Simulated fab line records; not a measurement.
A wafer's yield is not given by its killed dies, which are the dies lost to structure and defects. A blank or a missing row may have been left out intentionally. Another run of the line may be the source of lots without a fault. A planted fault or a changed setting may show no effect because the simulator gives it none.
fab line records + flow sky130
[record]
- lots = 5
- wafers = 15
- last_day = 51
route steps=708 shown DNWELL@37 PWDE@45 PAD_OPEN@708
lots untouched by any fault: they come from a run of this same line in which no faults occurred
start_h: hours from the record's first day to the start of the lot's first wafer shown + wait_h: how many hours have passed since the lot's step before this one + " as in the row above + L1.1+2: a single row standing in for several wafers + - no value present, or no start provided + * or withheld: withheld + < > ~ a bound
route shown NAME@n: NAME is a module with steps in the file, n the number in the route of the first one + usual: average and standard deviation across the fault-free wafers + same: alike in all rows + chamber/n: place in a boat + sites: per-site readings + _std_site: standard deviation across them + _edge_site: mean of outer sites minus mean of inner sites + radius_mm: how far each site lies from the wafer's centre + mask NAME#n: copy n + behind: the tool/chamber that last shaped the wafer + hold: reason for holding the lot/hours on hold/outcome of the hold + device: whichever transistor did not switch (one of n, p or np) + end of line: tests run on the same wafers once the route is complete + a step given without rows: its recipe and nothing more + killed: not the wafer's yield, but the dies lost to structure and defects at the first sort + map: per-die view of a wafer (x killed, . not killed, _ where there is no die)
set.NAME: the setting as run; set.NAME@STEP: as run at that earlier step + model.NAME: the simulator's own value behind a step, which no gauge read
certain route steps with their lots: each step a table, each wafer a row
services: from which hour (start_h, from the record's first day; less than 0 if before it) a tool's chamber was out of use, for how many hours, and why
[[steps]]
[step SKY_DNWELL_COAT_02]
[recipe]
- spin_rpm = 2000
- resist_thk_nm = 3000
[step SKY_DNWELL_SOFTBAKE_03]
[recipe]
- temp_c = 110
- time_s = withheld
[step SKY_DNWELL_EXPOSE_04]
[recipe]
- mask_id = DNM
- na = 0.57
- target_cd_nm = 3000
- dose_mj = 222
[step SKY_DNWELL_PEB_05]
[recipe]
- temp_c = 115
- time_s = withheld
[step SKY_DNWELL_DEVELOP_06]
[recipe]
- wall_angle_deg = 90
- developer = TMAH
- develop_time_s = 60
- dev_temp_c = 23
[step SKY_DNWELL_IMPLANT_07]
[recipe]
- species = P
- energy_kev = withheld
- dose_cm2 = withheld
- tilt_deg = withheld
[step SKY_DNWELL_STRIP_08]
[recipe]
- chemistry = O2/N2
- power_w = 1400
- pressure_mtorr = 1500
- platen_temp_c = withheld
- o2_flow_sccm = 3000
- n2_flow_sccm = 300
- overash_fraction = 0.5
[usual]
- drypump_motor_current_A = 6.0/0.48
- oes_product_au = 0.723/0.005
- strip_time_to_endpoint_s = 36.90/0.088
| lot.wafer | tool            | chamber | start_h | wait_h | drypump_motor_current_A | oes_product_au | rf_hours_counter_h | strip_time_to_endpoint_s |
|-----------|-----------------|---------|---------|--------|-------------------------|----------------|--------------------|--------------------------|
| L996.2    | plasma_asher-01 | 0       | 72.32   | 0.1    | 6.4                     | 0.719          | 40                 | 36.94                    |
| L996.3    | "               | 1       | "       | "      | 6.5                     | 0.726          | -                  | 36.92                    |
| L996.4    | "               | 0       | "       | "      | 6.4                     | 0.726          | -                  | 36.85                    |
| L107.2    | plasma_asher-01 | 0       | 129.53  | 0.1    | 6.4                     | 0.726          | 1                  | 36.97                    |
| L107.3    | "               | 0       | "       | "      | 6.4                     | 0.727          | -                  | 36.87                    |
| L107.5    | "               | 1       | "       | "      | 6.5                     | 0.723          | -                  | 36.87                    |
| L112.2    | plasma_asher-01 | 0       | 158.68  | 0.1    | 6.4                     | 0.725          | 4                  | 37.01                    |
| L112.5    | "               | 0       | "       | "      | 6.4                     | 0.727          | -                  | 36.97                    |
| L112.6    | "               | 1       | "       | "      | 6.5                     | 0.723          | -                  | 37.00                    |
| L113.1    | plasma_asher-03 | 1       | 161.78  | 0.1    | 6.4                     | 0.715          | 34                 | 36.89                    |
| L113.3    | "               | 1       | "       | "      | 6.4                     | 0.722          | -                  | 36.93                    |
| L113.5    | "               | 1       | "       | "      | 6.4                     | 0.715          | -                  | 36.91                    |
| L116.2    | plasma_asher-01 | 0       | 185.48  | 0.1    | 6.4                     | 0.719          | 6                  | 36.89                    |
| L116.3    | "               | 1       | "       | "      | 6.5                     | 0.717          | -                  | 36.91                    |
| L116.5    | "               | 1       | "       | "      | 6.5                     | 0.712          | -                  | 36.90                    |
[step SKY_DNWELL_TW_MEAS_09]
[usual]
- DNWELL_TW = 1114/15
| lot.wafer | tool          | chamber | start_h | wait_h | DNWELL_TW |
|-----------|---------------|---------|---------|--------|-----------|
| L996.2    | film_metro-03 | -       | 72.43   | 0.1    | 1121      |
| L996.3    | "             | -       | "       | "      | 1118      |
| L996.4    | "             | -       | "       | "      | 1114      |
| L107.2    | film_metro-03 | -       | 129.64  | 0.1    | 1122      |
| L107.3    | "             | -       | "       | "      | 1123      |
| L107.5    | "             | -       | "       | "      | 1129      |
| L112.2    | film_metro-04 | -       | 158.79  | 0.1    | 1126      |
| L112.5    | "             | -       | "       | "      | 1127      |
| L112.6    | "             | -       | "       | "      | 1124      |
| L113.1    | film_metro-03 | -       | 161.88  | 0.1    | 1120      |
| L113.3    | "             | -       | "       | "      | 1126      |
| L113.5    | "             | -       | "       | "      | 1123      |
| L116.2    | film_metro-04 | -       | 185.59  | 0.1    | 1121      |
| L116.3    | "             | -       | "       | "      | 1117      |
| L116.5    | "             | -       | "       | "      | 1122      |
[step SKY_PWDE_DEHYDRATE_00]
[recipe]
- temp_c = 200
- time_s = 60
[step SKY_PWDE_HMDS_01]
[recipe]
- prime_time_s = 60
- prime_temp_c = 120
[step SKY_PWDE_COAT_02]
[recipe]
- spin_rpm = 2000
- resist_thk_nm = 3000
[step SKY_PWDE_SOFTBAKE_03]
[recipe]
- temp_c = 110
- time_s = withheld
[step SKY_PWDE_EXPOSE_04]
[recipe]
- mask_id = PWDEM
- na = 0.6
- source_shape = conventional
- sigma_outer = 0.6
- polarization = unpolarized
- target_cd_nm = 840
- dose_mj = 214
| lot.wafer  | tool             | chamber | start_h | wait_h | mask       |
|------------|------------------|---------|---------|--------|------------|
| L996.2+3+4 | iline_stepper-02 | 0       | 81.09   | -      | PWDEM_R1#0 |
| L107.2+3+5 | iline_stepper-02 | 0       | 140.13  | -      | PWDEM#0    |
| L112.2+5+6 | iline_stepper-01 | 0       | 168.56  | -      | PWDEM#0    |
| L113.1+3+5 | iline_stepper-02 | 0       | 171.66  | -      | PWDEM#0    |
| L116.2+3+5 | iline_stepper-02 | 0       | 196.03  | -      | PWDEM#0    |
[step SKY_PWDE_PEB_05]
[recipe]
- temp_c = 115
- time_s = withheld
[step SKY_PAD_OPEN_PROBE_99]
| lot.wafer | tool      | chamber | start_h | wait_h | model.etest.res_p_drift_20v.line_ohm_um | model.etest.res_p_drift_20v.width_nm |
|-----------|-----------|---------|---------|--------|-----------------------------------------|--------------------------------------|
| L996.2    | prober-02 | -       | 1119.50 | 0.1    | 1.052e+04                               | 971.4                                |
| L996.3    | prober-02 | -       | 1119.55 | 0.2    | 1.021e+04                               | 968.1                                |
| L996.4    | prober-02 | -       | 1119.60 | 0.2    | 1.024e+04                               | 969.9                                |
| L107.2    | prober-01 | -       | 1178.28 | 0.1    | 1.074e+04                               | 842.5                                |
| L107.3    | prober-01 | -       | 1178.33 | 0.2    | 1.098e+04                               | 838.5                                |
| L107.5    | prober-01 | -       | 1178.43 | 0.2    | 1.056e+04                               | 838.4                                |
| L113.1    | prober-01 | -       | 1211.60 | 0.1    | 1.072e+04                               | 842.4                                |
| L113.3    | prober-01 | -       | 1211.70 | 0.2    | 1.104e+04                               | 838.8                                |
| L113.5    | prober-01 | -       | 1211.80 | 0.2    | 1.137e+04                               | 832.2                                |
| L112.2    | prober-02 | -       | 1213.21 | 0.1    | 1.218e+04                               | 838.2                                |
| L112.5    | prober-02 | -       | 1213.36 | 0.2    | 1.28e+04                                | 841.4                                |
| L112.6    | prober-02 | -       | 1213.41 | 0.2    | 1.218e+04                               | 836.1                                |
| L116.2    | prober-01 | -       | 1219.16 | 0.1    | 1.038e+04                               | 836.2                                |
| L116.3    | prober-01 | -       | 1219.21 | 0.2    | 1.074e+04                               | 831.1                                |
| L116.5    | prober-01 | -       | 1219.31 | 0.2    | 1.087e+04                               | 836.5                                |
// killed by level:class
L107.2 CONTACT:geometric_particle:open=13 VIA1:geometric_particle:open=9 METAL1:geometric_particle:short=8 LI_CONTACT:geometric_particle:short=7 LI_CONTACT:geometric_particle:open=7 METAL2:geometric_particle:short=7 VIA2:geometric_particle:open=7 CONTACT:geometric_particle:short=5
L107.3 VIA1:geometric_particle:open=13 CONTACT:geometric_particle:open=10 CONTACT:geometric_particle:short=10 LI_CONTACT:geometric_particle:open=9 VIA3:geometric_particle:open=6 VIA1:geometric_particle:short=5 FIELD_ISO:geometric_particle:open=4 POLY_GATE:geometric_particle:open=4
L107.5 VIA1:geometric_particle:open=17 CONTACT:geometric_particle:open=15 LI_CONTACT:geometric_particle:open=9 METAL2:geometric_particle:short=8 VIA2:geometric_particle:open=7 POLY_GATE:geometric_particle:open=6 CONTACT:geometric_particle:short=6 LOCAL_INTERCONNECT:geometric_particle:short=4
L113.1 VIA1:geometric_particle:open=15 METAL2:geometric_particle:short=10 CONTACT:geometric_particle:short=6 LI_CONTACT:geometric_particle:open=6 METAL1:geometric_particle:short=6 CONTACT:geometric_particle:open=5 VIA3:geometric_particle:open=5 POLY_GATE:geometric_particle:open=4
L113.3 VIA1:geometric_particle:open=19 CONTACT:geometric_particle:open=9 METAL2:geometric_particle:short=8 LI_CONTACT:geometric_particle:open=7 VIA3:geometric_particle:open=6 VIA1:geometric_particle:short=6 CONTACT:geometric_particle:short=5 LI_CONTACT:geometric_particle:short=3
L113.5 VIA1:geometric_particle:open=16 CONTACT:geometric_particle:open=8 LI_CONTACT:geometric_particle:open=7 VIA1:geometric_particle:short=6 FIELD_ISO:geometric_particle:short=5 CONTACT:geometric_particle:short=5 POLY_GATE:geometric_particle:short=4 METAL1:geometric_particle:short=4
L112.2 VIA1:geometric_particle:open=16 VIA1:geometric_particle:short=11 CONTACT:geometric_particle:open=10 POLY_GATE:geometric_particle:open=5 VIA3:geometric_particle:open=5 FIELD_ISO:geometric_particle:short=4 LI_CONTACT:geometric_particle:open=4 LI_CONTACT:geometric_particle:short=4
L112.5 VIA1:geometric_particle:open=15 VIA3:geometric_particle:open=9 CONTACT:geometric_particle:open=8 METAL2:geometric_particle:short=8 VIA2:geometric_particle:open=8 METAL1:geometric_particle:short=5 FIELD_ISO:geometric_particle:short=4 METAL2:geometric_particle:open=3
L112.6 VIA2:geometric_particle:open=7 VIA3:geometric_particle:open=7 CONTACT:geometric_particle:open=6 VIA1:geometric_particle:open=6 VIA1:geometric_particle:short=6 VIA3:geometric_particle:short=5 METAL1:geometric_particle:short=5 METAL2:geometric_particle:short=5
L116.2 VIA1:geometric_particle:open=11 LI_CONTACT:geometric_particle:open=9 VIA2:geometric_particle:open=8 FIELD_ISO:geometric_particle:short=5 POLY_GATE:geometric_particle:short=5 METAL2:geometric_particle:short=4 VIA1:geometric_particle:short=4 LOCAL_INTERCONNECT:geometric_particle:short=3
L116.3 CONTACT:geometric_particle:open=10 METAL2:geometric_particle:short=9 VIA1:geometric_particle:open=8 VIA3:geometric_particle:open=8 VIA3:geometric_particle:short=7 LI_CONTACT:geometric_particle:open=5 METAL1:geometric_particle:short=5 VIA2:geometric_particle:open=5
L116.5 CONTACT:geometric_particle:open=8 VIA2:geometric_particle:open=7 VIA1:geometric_particle:open=6 CONTACT:geometric_particle:short=6 METAL1:geometric_particle:short=6 VIA3:geometric_particle:open=6 POLY_GATE:geometric_particle:short=5 POLY_GATE:geometric_particle:open=5
[[services]]
| tool             | chamber | start_h | hours | kind                    |
|------------------|---------|---------|-------|-------------------------|
| iline_stepper-02 | -       | 63.41   | 7.6   | repair                  |
| iline_stepper-02 | -       | 81.19   | 2.1   | pm                      |
| iline_stepper-02 | -       | 83.27   | -     | consumable_replace:lamp |
| plasma_asher-01  | -       | 108.75  | 9.0   | pm                      |
| plasma_asher-01  | 0       | 108.75  | 9.0   | vent_cycle              |
| plasma_asher-01  | 1       | 108.75  | 9.0   | vent_cycle              |
| plasma_asher-01  | 0       | 117.75  | -     | clean                   |
| plasma_asher-01  | 1       | 117.75  | -     | clean                   |
| iline_stepper-02 | 0       | 145.94  | -     | calibration             |
| iline_stepper-01 | -       | 162.52  | 1.7   | pm                      |
[[key]]
[first_sign]
- step = SKY_PWDE_EXPOSE_04
- reading = mask
- direction = changed
effect none on later readings
[model_effect]
- step = SKY_PAD_OPEN_PROBE_99
- value = etest.res_p_drift_20v.line_ohm_um
- without = 1.186e+04
- struck = 1.032e+04
met_at SKY_PWDE_EXPOSE_04
struck_wafers L996.2,L996.3,L996.4
sort_left_out L996.2,L996.3,L996.4
tester_left_out L996
[fault]
- kind = wrong_mask
- tool = any
- chamber = -
- onset_h = 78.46
- steps = SKY_PWDE_EXPOSE_04
- aux_copy = PWDEM_R1#0
- cd_offset_nm = 126
- scope = struck_lots_only
// tester_left_out: of these lots the tester's yield and bins aren't shown, on N5 and GAA mostly nor the transistor test; their killed dies are dies lost to structure and defects alone, not to doping, threshold or leakage, so they don't give the yield
// sort_left_out: the simulated sort isn't trusted on such a fault, so these wafers' sort isn't shown, and their yield isn't known
